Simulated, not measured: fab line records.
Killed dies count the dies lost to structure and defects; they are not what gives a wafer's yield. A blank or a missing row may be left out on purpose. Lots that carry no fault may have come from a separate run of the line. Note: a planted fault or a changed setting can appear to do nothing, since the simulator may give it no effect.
Chamber matching | flow sky130 | hdpcvd-02 running SKY_VIA4_HDPCVD_00: 3 sister chambers
The step deposits SiO2, target thk 1750 nm, time 291.7 s. 16 wafers are shown with their chamber, then 8 later ones without.

== WAFERS WITH THEIR CHAMBER ==
wafer  | chamber | run_length_s (s)
L592.1 | 2       | 319.9
L592.3 | 0       | 320.3
L592.6 | 1       | 320.2
L593.1 | 2       | 319.7
L593.3 | 0       | 320.0
L593.6 | 1       | 319.7
L594.1 | 2       | 319.6
L594.3 | 1       | 319.8
L594.4 | 0       | 320.2
L605.1 | 1       | 320.5
L605.3 | 2       | 319.7
L605.6 | 2       | 320.3
L606.1 | 0       | 319.7
L606.3 | 1       | 320.3
L606.4 | 2       | 319.3
L613.2 | 0       | 319.9

SIGNATURES (means of the wafers above)
reading      | chamber 0 | chamber 1 | chamber 2 | scatter within a chamber
run_length_s | 320.020   | 320.100   | 319.750   | 0.309
Rule: for each reading, subtract the chamber's mean from the wafer's reading, divide by that reading's scatter and square the result; add these up over the readings and take the root, which gives the wafer's distance from the chamber. If the next closest chamber is less than 2 further off than the closest, the wafer can't be placed; otherwise it belongs to the closest. The scatter: take each reading less its chamber's mean, square it, sum over the shown wafers, divide by the number of wafers less the number of chambers, and take the root.

== WAFERS MISSING THEIR CHAMBER ==
wafer  | run_length_s (s)
L613.4 | 320.4
L613.5 | 319.7
L615.3 | 319.4
L615.4 | 320.0
L615.6 | 319.9
L614.1 | 319.7
L614.5 | 319.8
L614.6 | 320.0

== WHICH CHAMBER EACH ONE RAN IN ==
wafer  | from the rows above          | in truth
L613.4 | can't be placed: 1 or 0 or 2 | 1
L613.5 | can't be placed: 2 or 0 or 1 | 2
L615.3 | can't be placed: 2 or 0 or 1 | 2
L615.4 | can't be placed: 0 or 1 or 2 | 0
L615.6 | can't be placed: 0 or 2 or 1 | 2
L614.1 | can't be placed: 2 or 0 or 1 | 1
L614.5 | can't be placed: 2 or 0 or 1 | 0
L614.6 | can't be placed: 0 or 1 or 2 | 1
Correct placement for 0 of the 8. From these rows, 8 cannot be placed; in 8 the true chamber is one of the candidates. Number placed wrongly: 0.
